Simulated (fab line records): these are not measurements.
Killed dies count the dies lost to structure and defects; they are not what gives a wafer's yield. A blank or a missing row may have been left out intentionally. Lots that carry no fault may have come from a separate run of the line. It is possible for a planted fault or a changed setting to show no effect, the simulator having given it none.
fab line records / flow sky130 / part 2 of 2: steps 30 to 38 of 38
record lots=5 wafers=15 last_day=50
route steps=708 shown CAPM@537 METAL3@555 VIA3@573
lots that met no fault: taken from a fault-free run of the same line
start_h: hours from the record's opening day to when the first of the lot's shown wafers began / wait_h: hours elapsed since this lot's preceding step / " the same as in the row above / L1.1+2: a row that stands for several wafers / - either no value or no given start / * or withheld: withheld / < > ~ a bound
route shown NAME@n: names a module that has steps shown in the file, with the first one's number in the route / usual: the fault-free wafers' mean and standard deviation / same: alike in all rows / chamber/n: place in a boat / sites: each site's reading / _std_site: the standard deviation of these / _edge_site: outer sites' mean less inner sites' / radius_mm: how far each site lies from the wafer's centre / mask NAME#n: copy n / behind: tool/chamber where the wafer was last shaped / hold: why the lot was held/for how many hours/how that ended / device: names the non-switching transistor (n, p or np) / end of line: the same wafers' tests at the end of the route / a step with no rows: only its recipe / killed: dies lost to structure and defects at the first sort, not the wafer's yield / map: the dies of a wafer, with x for killed, . for not killed, _ for no die there
set.NAME: the setting the step ran with; set.NAME@STEP: the setting that earlier step ran with / model.NAME: the simulator's own value behind a step, which no gauge read
lots seen at some steps along the route; tables by step, rows by wafer
services: from which hour (start_h, from the record's first day; less than 0 if before it) a tool's chamber was out of use, for how many hours, and why
## steps
# step SKY_METAL3_ETCH_16
# recipe chemistry=N2/H2 target=BARC ion_energy_ev=200 bias_w=100 pressure_mtorr=30 n2_flow_sccm=100 h2_flow_sccm=200 icp_w=500 stop_on=SiO2 time_s=88.2 target_depth_a=600
# usual drypump_motor_current_A=5.7/0.5 oes_product_au=0.625/0.0043 throttle_valve_pct=13.205/0.0092
lot.wafer=L079.3 tool=rie_metal-04 chamber=1 start_h=948.94 wait_h=0.0 drypump_motor_current_A=6.4 oes_product_au=0.622 rf_hours_counter_h=- throttle_valve_pct=13.202
lot.wafer=L079.4 tool=rie_metal-04 chamber=0 start_h=948.94 wait_h=0.0 drypump_motor_current_A=5.7 oes_product_au=0.621 rf_hours_counter_h=- throttle_valve_pct=13.206
lot.wafer=L079.5 tool=rie_metal-04 chamber=1 start_h=948.94 wait_h=0.0 drypump_motor_current_A=6.4 oes_product_au=0.627 rf_hours_counter_h=- throttle_valve_pct=13.199
lot.wafer=L078.2 tool=rie_metal-02 chamber=1 start_h=949.13 wait_h=0.0 drypump_motor_current_A=5.9 oes_product_au=0.626 rf_hours_counter_h=5 throttle_valve_pct=13.205
lot.wafer=L078.4 tool=rie_metal-02 chamber=1 start_h=949.13 wait_h=0.0 drypump_motor_current_A=6.0 oes_product_au=0.623 rf_hours_counter_h=- throttle_valve_pct=13.221
lot.wafer=L078.5 tool=rie_metal-02 chamber=0 start_h=949.13 wait_h=0.0 drypump_motor_current_A=5.0 oes_product_au=0.623 rf_hours_counter_h=- throttle_valve_pct=13.206
lot.wafer=L087.1 tool=rie_metal-01 chamber=0 start_h=1021.81 wait_h=0.0 drypump_motor_current_A=6.0 oes_product_au=0.629 rf_hours_counter_h=10 throttle_valve_pct=13.220
lot.wafer=L087.3 tool=rie_metal-01 chamber=0 start_h=1021.81 wait_h=0.0 drypump_motor_current_A=6.0 oes_product_au=0.626 rf_hours_counter_h=- throttle_valve_pct=13.214
lot.wafer=L087.5 tool=rie_metal-01 chamber=1 start_h=1021.81 wait_h=0.0 drypump_motor_current_A=5.1 oes_product_au=0.632 rf_hours_counter_h=- throttle_valve_pct=13.212
lot.wafer=L096.1 tool=rie_metal-01 chamber=1 start_h=1057.56 wait_h=0.0 drypump_motor_current_A=5.1 oes_product_au=0.622 rf_hours_counter_h=10 throttle_valve_pct=13.213
lot.wafer=L096.4 tool=rie_metal-01 chamber=0 start_h=1057.56 wait_h=0.0 drypump_motor_current_A=6.0 oes_product_au=0.626 rf_hours_counter_h=- throttle_valve_pct=13.208
lot.wafer=L096.6 tool=rie_metal-01 chamber=1 start_h=1057.56 wait_h=0.0 drypump_motor_current_A=5.0 oes_product_au=0.633 rf_hours_counter_h=- throttle_valve_pct=13.206
lot.wafer=L097.2 tool=rie_metal-04 chamber=1 start_h=1060.38 wait_h=0.0 drypump_motor_current_A=6.5 oes_product_au=0.626 rf_hours_counter_h=7 throttle_valve_pct=13.229
lot.wafer=L097.3 tool=rie_metal-04 chamber=1 start_h=1060.38 wait_h=0.0 drypump_motor_current_A=6.5 oes_product_au=0.629 rf_hours_counter_h=- throttle_valve_pct=13.208
lot.wafer=L097.4 tool=rie_metal-04 chamber=0 start_h=1060.38 wait_h=0.0 drypump_motor_current_A=5.8 oes_product_au=0.619 rf_hours_counter_h=- throttle_valve_pct=13.193
# step SKY_METAL3_ETCH_17
# recipe target=SiO2 stop_on=TiN chemistry=C4F8/O2/Ar source_w=1500 bias_w=1200 pressure_mtorr=40 c4f8_flow_sccm=withheld O2_flow_sccm=6 Ar_flow_sccm=300 time_s=3.9 target_depth_a=150
# usual oes_product_au=0.753/0.0071
lot.wafer=L079.3 tool=rie_diel-02 chamber=3 start_h=949.00 wait_h=0.0 oes_product_au=0.752 rf_hours_counter_h=9
lot.wafer=L079.4 tool=rie_diel-02 chamber=0 start_h=949.00 wait_h=0.0 oes_product_au=0.752 rf_hours_counter_h=20
lot.wafer=L079.5 tool=rie_diel-02 chamber=1 start_h=949.00 wait_h=0.0 oes_product_au=0.750 rf_hours_counter_h=-
lot.wafer=L078.2 tool=rie_diel-03 chamber=2 start_h=949.23 wait_h=0.1 oes_product_au=0.748 rf_hours_counter_h=22
lot.wafer=L078.4 tool=rie_diel-03 chamber=0 start_h=949.23 wait_h=0.1 oes_product_au=0.750 rf_hours_counter_h=11
lot.wafer=L078.5 tool=rie_diel-03 chamber=2 start_h=949.23 wait_h=0.1 oes_product_au=0.748 rf_hours_counter_h=-
lot.wafer=L087.1 tool=rie_diel-04 chamber=1 start_h=1021.90 wait_h=0.1 oes_product_au=0.751 rf_hours_counter_h=8
lot.wafer=L087.3 tool=rie_diel-04 chamber=0 start_h=1021.90 wait_h=0.1 oes_product_au=0.765 rf_hours_counter_h=6
lot.wafer=L087.5 tool=rie_diel-04 chamber=2 start_h=1021.90 wait_h=0.1 oes_product_au=0.763 rf_hours_counter_h=-
lot.wafer=L096.1 tool=rie_diel-02 chamber=2 start_h=1057.65 wait_h=0.1 oes_product_au=0.749 rf_hours_counter_h=15
lot.wafer=L096.4 tool=rie_diel-02 chamber=3 start_h=1057.65 wait_h=0.1 oes_product_au=0.761 rf_hours_counter_h=13
lot.wafer=L096.6 tool=rie_diel-02 chamber=3 start_h=1057.65 wait_h=0.1 oes_product_au=0.752 rf_hours_counter_h=-
lot.wafer=L097.2 tool=rie_diel-03 chamber=2 start_h=1060.47 wait_h=0.1 oes_product_au=0.756 rf_hours_counter_h=26
lot.wafer=L097.3 tool=rie_diel-03 chamber=1 start_h=1060.47 wait_h=0.1 oes_product_au=0.758 rf_hours_counter_h=26
lot.wafer=L097.4 tool=rie_diel-03 chamber=0 start_h=1060.47 wait_h=0.1 oes_product_au=0.769 rf_hours_counter_h=16
# step SKY_METAL3_METAL_ETCH_18
# recipe target_depth_a=8450 stop_on=SiO2 over_etch_frac=0.3 time_s=183.1 chemistry=Cl2/BCl3 resist_sidewall_deg=88 pressure_mtorr=10 icp_w=900 bias_w=48.5 Cl2_flow_sccm=60 bcl3_flow_sccm=30
# usual drypump_motor_current_A=5.7/0.51 oes_product_au=0.864/0.0058 throttle_valve_pct=22.265/0.0085
lot.wafer=L079.3 tool=rie_metal-01 chamber=1 start_h=949.08 wait_h=0.1 drypump_motor_current_A=5.0 oes_product_au=0.867 rf_hours_counter_h=- throttle_valve_pct=22.263
lot.wafer=L079.4 tool=rie_metal-01 chamber=0 start_h=949.08 wait_h=0.1 drypump_motor_current_A=6.0 oes_product_au=0.861 rf_hours_counter_h=- throttle_valve_pct=22.267
lot.wafer=L079.5 tool=rie_metal-01 chamber=0 start_h=949.08 wait_h=0.1 drypump_motor_current_A=6.0 oes_product_au=0.859 rf_hours_counter_h=- throttle_valve_pct=22.262
lot.wafer=L078.2 tool=rie_metal-01 chamber=1 start_h=949.24 wait_h=0.0 drypump_motor_current_A=5.1 oes_product_au=0.867 rf_hours_counter_h=4 throttle_valve_pct=22.260
lot.wafer=L078.4 tool=rie_metal-01 chamber=0 start_h=949.24 wait_h=0.0 drypump_motor_current_A=6.0 oes_product_au=0.867 rf_hours_counter_h=- throttle_valve_pct=22.272
lot.wafer=L078.5 tool=rie_metal-01 chamber=0 start_h=949.24 wait_h=0.0 drypump_motor_current_A=6.0 oes_product_au=0.864 rf_hours_counter_h=- throttle_valve_pct=22.258
lot.wafer=L087.1 tool=rie_metal-02 chamber=0 start_h=1021.92 wait_h=0.0 drypump_motor_current_A=5.0 oes_product_au=0.879 rf_hours_counter_h=11 throttle_valve_pct=22.264
lot.wafer=L087.3 tool=rie_metal-02 chamber=0 start_h=1021.92 wait_h=0.0 drypump_motor_current_A=5.0 oes_product_au=0.878 rf_hours_counter_h=- throttle_valve_pct=22.269
lot.wafer=L087.5 tool=rie_metal-02 chamber=0 start_h=1021.92 wait_h=0.0 drypump_motor_current_A=5.0 oes_product_au=0.875 rf_hours_counter_h=- throttle_valve_pct=22.266
lot.wafer=L096.1 tool=rie_metal-02 chamber=1 start_h=1057.67 wait_h=0.0 drypump_motor_current_A=5.9 oes_product_au=0.864 rf_hours_counter_h=11 throttle_valve_pct=22.247
lot.wafer=L096.4 tool=rie_metal-02 chamber=1 start_h=1057.67 wait_h=0.0 drypump_motor_current_A=5.9 oes_product_au=0.864 rf_hours_counter_h=- throttle_valve_pct=22.268
lot.wafer=L096.6 tool=rie_metal-02 chamber=0 start_h=1057.67 wait_h=0.0 drypump_motor_current_A=5.0 oes_product_au=0.872 rf_hours_counter_h=- throttle_valve_pct=22.266
lot.wafer=L097.2 tool=rie_metal-01 chamber=0 start_h=1060.49 wait_h=0.0 drypump_motor_current_A=6.0 oes_product_au=0.870 rf_hours_counter_h=12 throttle_valve_pct=22.264
lot.wafer=L097.3 tool=rie_metal-01 chamber=1 start_h=1060.49 wait_h=0.0 drypump_motor_current_A=5.0 oes_product_au=0.859 rf_hours_counter_h=- throttle_valve_pct=22.265
lot.wafer=L097.4 tool=rie_metal-01 chamber=0 start_h=1060.49 wait_h=0.0 drypump_motor_current_A=6.0 oes_product_au=0.865 rf_hours_counter_h=- throttle_valve_pct=22.258
# step SKY_METAL3_STRIP_19
# recipe chemistry=O2/N2 power_w=1400 pressure_mtorr=1500 platen_temp_c=withheld o2_flow_sccm=3000 n2_flow_sccm=300 overash_fraction=0.5
# usual drypump_motor_current_A=5.8/0.36 oes_product_au=0.502/0.006 strip_time_to_endpoint_s=6.52/0.081
lot.wafer=L079.3 tool=plasma_asher-03 chamber=1 start_h=949.23 wait_h=0.1 drypump_motor_current_A=5.4 oes_product_au=0.500 rf_hours_counter_h=- strip_time_to_endpoint_s=6.48
lot.wafer=L079.4 tool=plasma_asher-03 chamber=0 start_h=949.23 wait_h=0.1 drypump_motor_current_A=5.4 oes_product_au=0.503 rf_hours_counter_h=- strip_time_to_endpoint_s=6.65
lot.wafer=L079.5 tool=plasma_asher-03 chamber=0 start_h=949.23 wait_h=0.1 drypump_motor_current_A=5.4 oes_product_au=0.505 rf_hours_counter_h=- strip_time_to_endpoint_s=6.61
lot.wafer=L078.2 tool=plasma_asher-04 chamber=1 start_h=949.42 wait_h=0.1 drypump_motor_current_A=5.7 oes_product_au=0.494 rf_hours_counter_h=18 strip_time_to_endpoint_s=6.40
lot.wafer=L078.4 tool=plasma_asher-04 chamber=1 start_h=949.42 wait_h=0.1 drypump_motor_current_A=5.7 oes_product_au=0.509 rf_hours_counter_h=- strip_time_to_endpoint_s=6.59
lot.wafer=L078.5 tool=plasma_asher-04 chamber=1 start_h=949.42 wait_h=0.1 drypump_motor_current_A=5.7 oes_product_au=0.506 rf_hours_counter_h=- strip_time_to_endpoint_s=6.61
lot.wafer=L087.1 tool=plasma_asher-02 chamber=0 start_h=1022.10 wait_h=0.1 drypump_motor_current_A=6.4 oes_product_au=0.496 rf_hours_counter_h=114 strip_time_to_endpoint_s=6.47
lot.wafer=L087.3 tool=plasma_asher-02 chamber=0 start_h=1022.10 wait_h=0.1 drypump_motor_current_A=6.4 oes_product_au=0.502 rf_hours_counter_h=- strip_time_to_endpoint_s=6.41
lot.wafer=L087.5 tool=plasma_asher-02 chamber=1 start_h=1022.10 wait_h=0.1 drypump_motor_current_A=5.9 oes_product_au=0.500 rf_hours_counter_h=- strip_time_to_endpoint_s=6.47
lot.wafer=L096.1 tool=plasma_asher-04 chamber=1 start_h=1057.85 wait_h=0.1 drypump_motor_current_A=5.7 oes_product_au=0.499 rf_hours_counter_h=29 strip_time_to_endpoint_s=6.46
lot.wafer=L096.4 tool=plasma_asher-04 chamber=1 start_h=1057.85 wait_h=0.1 drypump_motor_current_A=5.7 oes_product_au=0.506 rf_hours_counter_h=- strip_time_to_endpoint_s=6.56
lot.wafer=L096.6 tool=plasma_asher-04 chamber=1 start_h=1057.85 wait_h=0.1 drypump_motor_current_A=5.7 oes_product_au=0.499 rf_hours_counter_h=- strip_time_to_endpoint_s=6.34
lot.wafer=L097.2 tool=plasma_asher-04 chamber=0 start_h=1060.67 wait_h=0.1 drypump_motor_current_A=5.6 oes_product_au=0.506 rf_hours_counter_h=29 strip_time_to_endpoint_s=6.51
lot.wafer=L097.3 tool=plasma_asher-04 chamber=0 start_h=1060.67 wait_h=0.1 drypump_motor_current_A=5.6 oes_product_au=0.490 rf_hours_counter_h=- strip_time_to_endpoint_s=6.35
lot.wafer=L097.4 tool=plasma_asher-04 chamber=1 start_h=1060.67 wait_h=0.1 drypump_motor_current_A=5.7 oes_product_au=0.503 rf_hours_counter_h=- strip_time_to_endpoint_s=6.57
# step SKY_METAL3_STRIP_20
# recipe chemistry=post_etch_residue_remover time_s=1200 temp_c=72.5
# usual bath_heat_duty_pct=14.0/2.1
lot.wafer=L079.3 tool=wet_bench-03 chamber=2 start_h=949.30 wait_h=0.0 bath_heat_duty_pct=10.8
lot.wafer=L079.4 tool=wet_bench-03 chamber=2 start_h=949.30 wait_h=0.0 bath_heat_duty_pct=10.1
lot.wafer=L079.5 tool=wet_bench-03 chamber=2 start_h=949.30 wait_h=0.0 bath_heat_duty_pct=11.2
lot.wafer=L078.2 tool=wet_bench-04 chamber=1 start_h=949.52 wait_h=0.1 bath_heat_duty_pct=13.7
lot.wafer=L078.4 tool=wet_bench-04 chamber=1 start_h=949.52 wait_h=0.1 bath_heat_duty_pct=14.6
lot.wafer=L078.5 tool=wet_bench-04 chamber=1 start_h=949.52 wait_h=0.1 bath_heat_duty_pct=14.2
lot.wafer=L087.1 tool=wet_bench-04 chamber=2 start_h=1022.20 wait_h=0.1 bath_heat_duty_pct=13.6
lot.wafer=L087.3 tool=wet_bench-04 chamber=2 start_h=1022.20 wait_h=0.1 bath_heat_duty_pct=12.0
lot.wafer=L087.5 tool=wet_bench-04 chamber=2 start_h=1022.20 wait_h=0.1 bath_heat_duty_pct=13.6
lot.wafer=L096.1 tool=wet_bench-04 chamber=0 start_h=1057.95 wait_h=0.1 bath_heat_duty_pct=14.8
lot.wafer=L096.4 tool=wet_bench-04 chamber=0 start_h=1057.95 wait_h=0.1 bath_heat_duty_pct=14.6
lot.wafer=L096.6 tool=wet_bench-04 chamber=0 start_h=1057.95 wait_h=0.1 bath_heat_duty_pct=15.2
lot.wafer=L097.2 tool=wet_bench-04 chamber=0 start_h=1060.77 wait_h=0.1 bath_heat_duty_pct=14.2
lot.wafer=L097.3 tool=wet_bench-04 chamber=0 start_h=1060.77 wait_h=0.1 bath_heat_duty_pct=14.0
lot.wafer=L097.4 tool=wet_bench-04 chamber=0 start_h=1060.77 wait_h=0.1 bath_heat_duty_pct=14.5
# step SKY_METAL3_CLEAN_21
# recipe chemistry=IPA time_s=180 temp_c=25
# usual bath_heat_duty_pct=6.1/0.97
lot.wafer=L079.3 tool=wet_bench-02 chamber=2 start_h=949.71 wait_h=0.0 bath_heat_duty_pct=6.7
lot.wafer=L079.4 tool=wet_bench-02 chamber=2 start_h=949.71 wait_h=0.0 bath_heat_duty_pct=6.3
lot.wafer=L079.5 tool=wet_bench-02 chamber=2 start_h=949.71 wait_h=0.0 bath_heat_duty_pct=6.3
lot.wafer=L078.2 tool=wet_bench-04 chamber=0 start_h=949.86 wait_h=0.0 bath_heat_duty_pct=6.9
lot.wafer=L078.4 tool=wet_bench-04 chamber=0 start_h=949.86 wait_h=0.0 bath_heat_duty_pct=6.1
lot.wafer=L078.5 tool=wet_bench-04 chamber=0 start_h=949.86 wait_h=0.0 bath_heat_duty_pct=5.8
lot.wafer=L087.1 tool=wet_bench-02 chamber=0 start_h=1022.57 wait_h=0.0 bath_heat_duty_pct=5.0
lot.wafer=L087.3 tool=wet_bench-02 chamber=0 start_h=1022.57 wait_h=0.0 bath_heat_duty_pct=5.4
lot.wafer=L087.5 tool=wet_bench-02 chamber=0 start_h=1022.57 wait_h=0.0 bath_heat_duty_pct=4.8
lot.wafer=L096.1 tool=wet_bench-02 chamber=3 start_h=1058.32 wait_h=0.0 bath_heat_duty_pct=7.3
lot.wafer=L096.4 tool=wet_bench-02 chamber=3 start_h=1058.32 wait_h=0.0 bath_heat_duty_pct=6.3
lot.wafer=L096.6 tool=wet_bench-02 chamber=3 start_h=1058.32 wait_h=0.0 bath_heat_duty_pct=7.3
lot.wafer=L097.2 tool=wet_bench-02 chamber=3 start_h=1061.18 wait_h=0.0 bath_heat_duty_pct=5.8
lot.wafer=L097.3 tool=wet_bench-02 chamber=3 start_h=1061.18 wait_h=0.0 bath_heat_duty_pct=6.4
lot.wafer=L097.4 tool=wet_bench-02 chamber=3 start_h=1061.18 wait_h=0.0 bath_heat_duty_pct=6.5
# step SKY_METAL3_CLEAN_22
# recipe chemistry=O3/DIW dry=n2_spin
lot.wafer=L079.3+4+5 tool=wet_bench-03 chamber=1 start_h=949.76 wait_h=0.0
lot.wafer=L078.2+4+5 tool=wet_bench-03 chamber=2 start_h=949.92 wait_h=0.0
lot.wafer=L087.1+3+5 tool=wet_bench-04 chamber=2 start_h=1022.63 wait_h=0.0
lot.wafer=L096.1+4+6 tool=wet_bench-03 chamber=3 start_h=1058.38 wait_h=0.0
lot.wafer=L097.2+3+4 tool=wet_bench-03 chamber=3 start_h=1061.24 wait_h=0.0
# step SKY_VIA3_HDPCVD_00
# recipe material=SiO2 target_thk_nm=1635 sigma_open_frac=0.3 time_s=272.5 temp_c=400 sih4_flow_sccm=60 pressure_mtorr=6
lot.wafer=L079.3+4+5 tool=hdpcvd-01 chamber=2,2,1 start_h=949.87 wait_h=0.0
lot.wafer=L078.2+4+5 tool=hdpcvd-02 chamber=0,2,1 start_h=950.03 wait_h=0.0
lot.wafer=L087.1+3+5 tool=hdpcvd-01 chamber=0,2,0 start_h=1022.73 wait_h=0.0
lot.wafer=L096.1+4+6 tool=hdpcvd-02 chamber=2,0,2 start_h=1058.48 wait_h=0.0
lot.wafer=L097.2+3+4 tool=hdpcvd-01 chamber=1,0,2 start_h=1061.34 wait_h=0.0
# step SKY_VIA3_THK_MEAS_01
# recipe reads=SiO2_of_VIA3_HDPCVD_00
# usual VIA3_HDPCVD_THK=1641/16
lot.wafer=L079.3 tool=film_metro-02 chamber=- start_h=950.06 wait_h=0.1 VIA3_HDPCVD_THK[nm]=1666
lot.wafer=L079.4 tool=film_metro-02 chamber=- start_h=950.06 wait_h=0.1 VIA3_HDPCVD_THK[nm]=1679
lot.wafer=L079.5 tool=film_metro-02 chamber=- start_h=950.06 wait_h=0.1 VIA3_HDPCVD_THK[nm]=1645
lot.wafer=L078.2 tool=film_metro-04 chamber=- start_h=950.21 wait_h=0.1 VIA3_HDPCVD_THK[nm]=1647
lot.wafer=L078.4 tool=film_metro-04 chamber=- start_h=950.21 wait_h=0.1 VIA3_HDPCVD_THK[nm]=1612
lot.wafer=L078.5 tool=film_metro-04 chamber=- start_h=950.21 wait_h=0.1 VIA3_HDPCVD_THK[nm]=1612
lot.wafer=L087.1 tool=film_metro-03 chamber=- start_h=1022.90 wait_h=0.1 VIA3_HDPCVD_THK[nm]=1641
lot.wafer=L087.3 tool=film_metro-03 chamber=- start_h=1022.90 wait_h=0.1 VIA3_HDPCVD_THK[nm]=1635
lot.wafer=L087.5 tool=film_metro-03 chamber=- start_h=1022.90 wait_h=0.1 VIA3_HDPCVD_THK[nm]=1628
lot.wafer=L096.1 tool=film_metro-02 chamber=- start_h=1058.65 wait_h=0.1 VIA3_HDPCVD_THK[nm]=1643
lot.wafer=L096.4 tool=film_metro-02 chamber=- start_h=1058.65 wait_h=0.1 VIA3_HDPCVD_THK[nm]=1635
lot.wafer=L096.6 tool=film_metro-02 chamber=- start_h=1058.65 wait_h=0.1 VIA3_HDPCVD_THK[nm]=1657
lot.wafer=L097.2 tool=film_metro-02 chamber=- start_h=1061.51 wait_h=0.1 VIA3_HDPCVD_THK[nm]=1639
lot.wafer=L097.3 tool=film_metro-02 chamber=- start_h=1061.51 wait_h=0.1 VIA3_HDPCVD_THK[nm]=1661
lot.wafer=L097.4 tool=film_metro-02 chamber=- start_h=1061.51 wait_h=0.1 VIA3_HDPCVD_THK[nm]=1648
## services
tool=pecvd-01 chamber=- start_h=881.91 hours=2.8 kind=pm
tool=rie_diel-02 chamber=- start_h=883.59 hours=0.3 kind=repair
tool=iline_stepper-02 chamber=- start_h=884.12 hours=2.1 kind=repair
tool=krf_scanner-01 chamber=- start_h=892.41 hours=0.8 kind=pm
tool=krf_scanner-01 chamber=- start_h=893.63 hours=4.4 kind=repair
tool=rie_metal-04 chamber=0 start_h=895.52 hours=1.1 kind=repair
tool=rie_metal-02 chamber=1 start_h=895.60 hours=6.1 kind=repair
tool=krf_scanner-02 chamber=- start_h=898.15 hours=0.8 kind=pm
tool=plasma_asher-04 chamber=- start_h=899.67 hours=3.3 kind=repair
tool=rie_diel-02 chamber=3 start_h=902.00 hours=4.9 kind=repair
tool=rie_metal-02 chamber=- start_h=905.03 hours=1.4 kind=repair
tool=rie_metal-01 chamber=- start_h=937.30 hours=0.2 kind=repair
tool=hdpcvd-01 chamber=- start_h=950.25 hours=15.0 kind=pm
tool=krf_scanner-02 chamber=- start_h=951.06 hours=3.6 kind=pm
tool=plasma_asher-04 chamber=- start_h=952.09 hours=2.5 kind=repair
tool=rie_metal-01 chamber=- start_h=956.49 hours=0.6 kind=repair
tool=krf_scanner-02 chamber=- start_h=963.90 hours=4.4 kind=pm
tool=rie_metal-04 chamber=1 start_h=984.58 hours=26.9 kind=repair
tool=rie_metal-04 chamber=- start_h=990.50 hours=0.8 kind=repair
tool=plasma_asher-04 chamber=- start_h=1005.48 hours=1.5 kind=repair
tool=krf_scanner-02 chamber=- start_h=1006.35 hours=1.3 kind=pm
tool=krf_scanner-02 chamber=- start_h=1034.35 hours=4.0 kind=pm
tool=krf_scanner-02 chamber=- start_h=1038.37 hours=1.0 kind=pm
tool=iline_stepper-01 chamber=- start_h=1056.03 hours=1.7 kind=pm
